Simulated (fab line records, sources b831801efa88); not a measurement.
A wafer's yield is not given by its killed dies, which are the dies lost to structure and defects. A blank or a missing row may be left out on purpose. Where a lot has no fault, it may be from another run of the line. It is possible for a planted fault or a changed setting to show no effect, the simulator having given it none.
Which tool is to blame? ; flow gf180mcu ; 11 lots, 33 wafers sampled, at 4 steps of a route of 602

## WHAT THE GAUGES READ, wafer by wafer
GF_MIM_RS_MEAS_10: measurement is done with a four-point probe. Usual: MIM_ALCU_RS 0.1604 ohm/sq, standard deviation 0.0016.
lot;measured;on;MIM_ALCU_RS (ohm/sq);flag
L255;day 24 10:28;film_metro-01;0.1591 0.1585 0.1619;
L256;day 24 20:37;film_metro-01;0.1603 0.1613 0.1594;
L259;day 26 00:49;film_metro-03;0.1610 0.1616 0.1604;
L262;day 26 19:52;film_metro-03;0.1591 0.1582 0.1596;
L264;day 27 12:05;film_metro-01;0.1611 0.1591 0.1601;
L265;day 28 00:52;film_metro-01;0.1601 0.1594 0.1596;
L266;day 28 09:26;film_metro-03;0.1593 0.1594 0.1604;
L267;day 28 11:41;film_metro-02;0.1611 0.1607 0.1614;
L268;day 28 17:17;film_metro-02;0.1639 0.1632 0.1641;
L269;day 29 01:49;film_metro-01;0.1603 0.1598 0.1606;
L274;day 30 08:29;film_metro-03;0.1597 0.1581 0.1589;

GF_V5_CD_MEAS_14 targets a cd of 260 nm. Usual: 260.1 nm for cd_nm, sd 1.2.
lot;measured;on;cd_nm (nm);flag
L255;day 27 03:13;cd_sem-01;261.6 260.7 260.6;
L256;day 27 12:28;cd_sem-01;261.9 260.5 261.2;
L259;day 28 16:02;cd_sem-01;260.1 260.7 259.9;
L262;day 29 08:25;cd_sem-01;259.8 261.0 260.4;
L264;day 29 23:50;cd_sem-02;257.7 259.5 260.0;
L265;day 30 10:53;cd_sem-01;258.0 258.1 259.5;
L266;day 30 18:07;cd_sem-02;256.3 257.2 257.8;
L267;day 30 20:07;cd_sem-02;253.4 251.8 252.0;OFF
L268;day 31 02:25;cd_sem-01;259.5 259.9 261.8;
L269;day 31 10:19;cd_sem-02;255.6 253.4 254.6;OFF
L274;day 32 14:17;cd_sem-01;259.2 259.9 258.5;

## WHICH TOOL RAN EACH LOT (tool, then ch and the chambers of the sampled wafers, then the start)
lot;GF_MIM_STRIP_20;GF_V5_COAT_09
L255;plasma_asher-03 ch 0,1, day 25 07:55;litho_track-04 ch 0, day 26 16:00
L256;plasma_asher-04 ch 0,1, day 25 17:23;litho_track-01 ch 0, day 27 01:00
L259;plasma_asher-04 ch 0,1, day 26 21:35;litho_track-04 ch 0, day 28 05:00
L262;plasma_asher-04 ch 0,1, day 27 16:02;litho_track-04 ch 0, day 28 22:00
L264;plasma_asher-03 ch 0,1, day 28 07:46;litho_track-04 ch 0, day 29 14:00
L265;plasma_asher-04 ch 0,1, day 28 19:48;litho_track-01 ch 0, day 30 01:00
L266;plasma_asher-02 ch 0,1, day 29 04:08;litho_track-01 ch 0, day 30 09:00
L267;plasma_asher-02 ch 0,1, day 29 06:39;litho_track-01 ch 0, day 30 11:00
L268;plasma_asher-04 ch 0,1, day 29 12:22;litho_track-03 ch 0, day 30 17:00
L269;plasma_asher-04 ch 0, day 29 20:32;litho_track-01 ch 0, day 31 01:00
L274;plasma_asher-04 ch 0,1, day 31 01:54;litho_track-04 ch 0, day 32 05:00
- GF_MIM_STRIP_20: strips in O2/N2.
- GF_V5_COAT_09: resist thk 1000 nm.

## AS READ BY THE TOOLS THEMSELVES (means over the sampled wafers that have a number; for cases with no such wafer, the mark the record gives instead)
GF_MIM_STRIP_20. Usual: drypump_motor_current_A 5.6 A, standard deviation 0.36; heater_power_w 328 W, standard deviation 55; oes_product_au 0.691 a.u., standard deviation 0.0049; strip_time_to_endpoint_s 11.22 s, standard deviation 0.039.
lot;tool;drypump_motor_current_A (A);heater_power_w (W);oes_product_au (a.u.);strip_time_to_endpoint_s (s);flag
L255;plasma_asher-03;5.7;391;0.698;11.25;
L256;plasma_asher-04;5.5;313;0.693;11.27;
L259;plasma_asher-04;5.8;299;0.688;11.17;
L262;plasma_asher-04;5.5;309;0.690;11.22;
L264;plasma_asher-03;5.7;389;0.693;11.25;
L265;plasma_asher-04;5.7;300;0.693;11.24;
L266;plasma_asher-02;5.2;322;0.692;11.24;
L267;plasma_asher-02;5.2;321;0.691;11.25;
L268;plasma_asher-04;5.8;296;0.692;11.20;
L269;plasma_asher-04;5.2;325;0.688;11.20;
L274;plasma_asher-04;5.5;311;0.692;11.25;

## THE ANSWER, worked out from the rows above alone
Rule: lot off if the mean of its wafers having a number is beyond 3 standard deviations from the usual mean. A lot without any number at a reading at which 4 lots or more have one is off too. Where the step has rows for the other lots, those lots are counted as sound. The gauges are gone through in route order, then the tools' own readings, and for those a lot's mean is taken as printed above. The first step at which some lot is off is used, and at that step the reading that is off furthest; a lot without a number counts as furthest.
Off: L267, L269 (GF_V5_CD_MEAS_14, cd_nm).
If a tool, at a process step before that reading, ran all the lots that are off and no sound lot after the first of them, it fits. The gauges at GF_V5_CD_MEAS_14 are tried like those tools. This does not decide it: 2 tools fit, namely litho_track-01 at GF_V5_COAT_09 and cd_sem-02 at GF_V5_CD_MEAS_14.

## WHAT THE SIMULATOR PUT IN
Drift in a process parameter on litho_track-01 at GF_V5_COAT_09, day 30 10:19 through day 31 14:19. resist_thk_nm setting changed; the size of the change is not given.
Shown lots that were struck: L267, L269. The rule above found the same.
